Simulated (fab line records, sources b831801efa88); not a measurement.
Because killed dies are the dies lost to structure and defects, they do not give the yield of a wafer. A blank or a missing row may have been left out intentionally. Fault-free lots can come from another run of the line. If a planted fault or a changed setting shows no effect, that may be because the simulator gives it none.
A struck lot beside a sound one / flow sky130 / 15 steps out of a route of 708
Sound: wafers L554.1, L554.4, L554.5. Struck: wafers L560.1, L560.4, L560.5. The cause is named last.
Per side, at each step with rows, come the tool, then ch with its chambers, and then its first start. Under that, the readings that differ: sound wafers / struck wafers / difference of the means / sigmas: that difference in standard deviations of wafers without a fault.
alike: same words and numbers on both sides, and readings whose means sit less than 2 such deviations apart. not compared: any withheld reading, any reading some wafer has no value for, any bound like >300 that may hide the same value, and any number with overlapping values for which the record gives no deviation.
Wherever a step has rows on one side only, a row that says differs or no value, or a row with sigmas, the two part there. When numbers do not overlap yet have no deviation, they are printed without sigmas and do not part them. A reading that every wafer of one side lacks parts them only if that side has two wafers or more.

SKY_VIA2_ETCH_14: etches BARC in N2/H2, stops on SiO2, time 45.9 s, target depth 60 nm.
  sound on rie diel-01 ch 0,2, day 38 11:22; struck on rie diel-01 ch 0,1,3, day 39 23:01
  alike: drypump motor current A, oes product au, throttle valve pct
  not compared: rf hours counter h
then, 1 step without rows for these wafers: SKY_VIA2_ETCH_15 (etches SiO2 in C4F8/O2/Ar, stops on TiN, target depth 546 nm, time 84 s).
SKY_VIA2_STRIP_16: strips in O2/N2.
  sound on plasma asher-01 ch 1, day 38 11:29; struck on plasma asher-04 ch 0,1, day 39 23:08
  alike: drypump motor current A, oes product au, strip time to endpoint s
  not compared: rf hours counter h
then, 4 steps without rows for these wafers: SKY_VIA2_STRIP_17 (strips in post etch residue remover, time 1200 s); SKY_VIA2_CLEAN_18 (cleans in IPA, time 180 s); SKY_VIA2_CLEAN_19 (cleans in O3/DIW); SKY_VIA2_SPUTTER_20 (material TiN, target thk 20 nm, time 80 s).
SKY_VIA2_CVD_21: deposits W, target thk 420 nm, time 126.4 s.
  sound on cvd w-01 ch 0,1, day 38 12:08; struck on cvd w-02 ch 0,1, day 39 23:50
  alike: chamber pressure Torr, heater power w
SKY_VIA2_RS_MEAS_22: measures by four-point-probe.
  struck on film metro-03, day 39 23:58; sound on film metro-04, day 38 12:16
  alike: VIA2_W_RS
SKY_VIA2_THK_MEAS_23: measures by xrf.
  struck on film metro-03, day 40 00:05; sound on film metro-04, day 38 12:23
  alike: VIA2_W_THK
SKY_VIA2_CMP_24: polishes, stops on SiO2, t overpolish 20 s, target thk 0 nm.
  sound on cmp-02 ch 1,2, day 38 12:30; struck on cmp-02 ch 0,1,3, day 40 00:14
  alike: head pressure psi, motor current A, overpolish run s, time to endpoint s
SKY_METAL3_SPUTTER_00: material Ti, target thk 15 nm, time 10 s.
  struck on pvd sputter-04, day 40 00:28; sound on pvd sputter-04, day 38 12:45
  alike: chamber pressure pa, throttle valve pct
SKY_METAL3_SPUTTER_01: material TiN, target thk 20 nm, time 16.7 s.
  struck on pvd sputter-04, day 40 00:29; sound on pvd sputter-04, day 38 12:47
reading=chamber pressure pa (Pa); sound=0.4001 0.4007 0.4012; struck=0.4407 0.4410 0.4396; difference=+0.0398; sigmas=+46
reading=throttle valve pct (%); sound=29.9 29.7 30.5; struck=28.0 28.8 28.5; difference=-1.6; sigmas=-3
then, 1 step without rows for these wafers: SKY_METAL3_SPUTTER_02 (material AlCu, target thk 735 nm, time 39.1 s).
-- the record jumps here: 9 days lie between the struck wafers' starts before and after (it left off in module METAL3 and takes up again in module PAD_OPEN, whose first step shown is number 708 of the route) --
SKY_PAD_OPEN_PROBE_99:
  struck on prober-01, day 48 15:53; sound on prober-01, day 47 14:17
  alike: defect limited yield, killed_at_M0_to_M3, killed_at_M4_up, killed at contacts, killed at front end, killed at other, killed dies, killed open, killed short, sort_bin_3_pad_short, sort_bin_5_function, sort_bin_6_memory, sort n pass, sort yield pct

## WHERE THEY PART
SKY_METAL3_SPUTTER_01 only, going by this record. Later steps at which nothing parts them and some readings are alike: SKY_PAD_OPEN_PROBE_99.

WHY: what the simulator had put in
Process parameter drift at SKY_METAL3_SPUTTER_01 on pvd sputter-04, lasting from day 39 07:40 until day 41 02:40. Setting chamber pressure pa, moved by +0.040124, from 0.4. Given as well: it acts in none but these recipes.
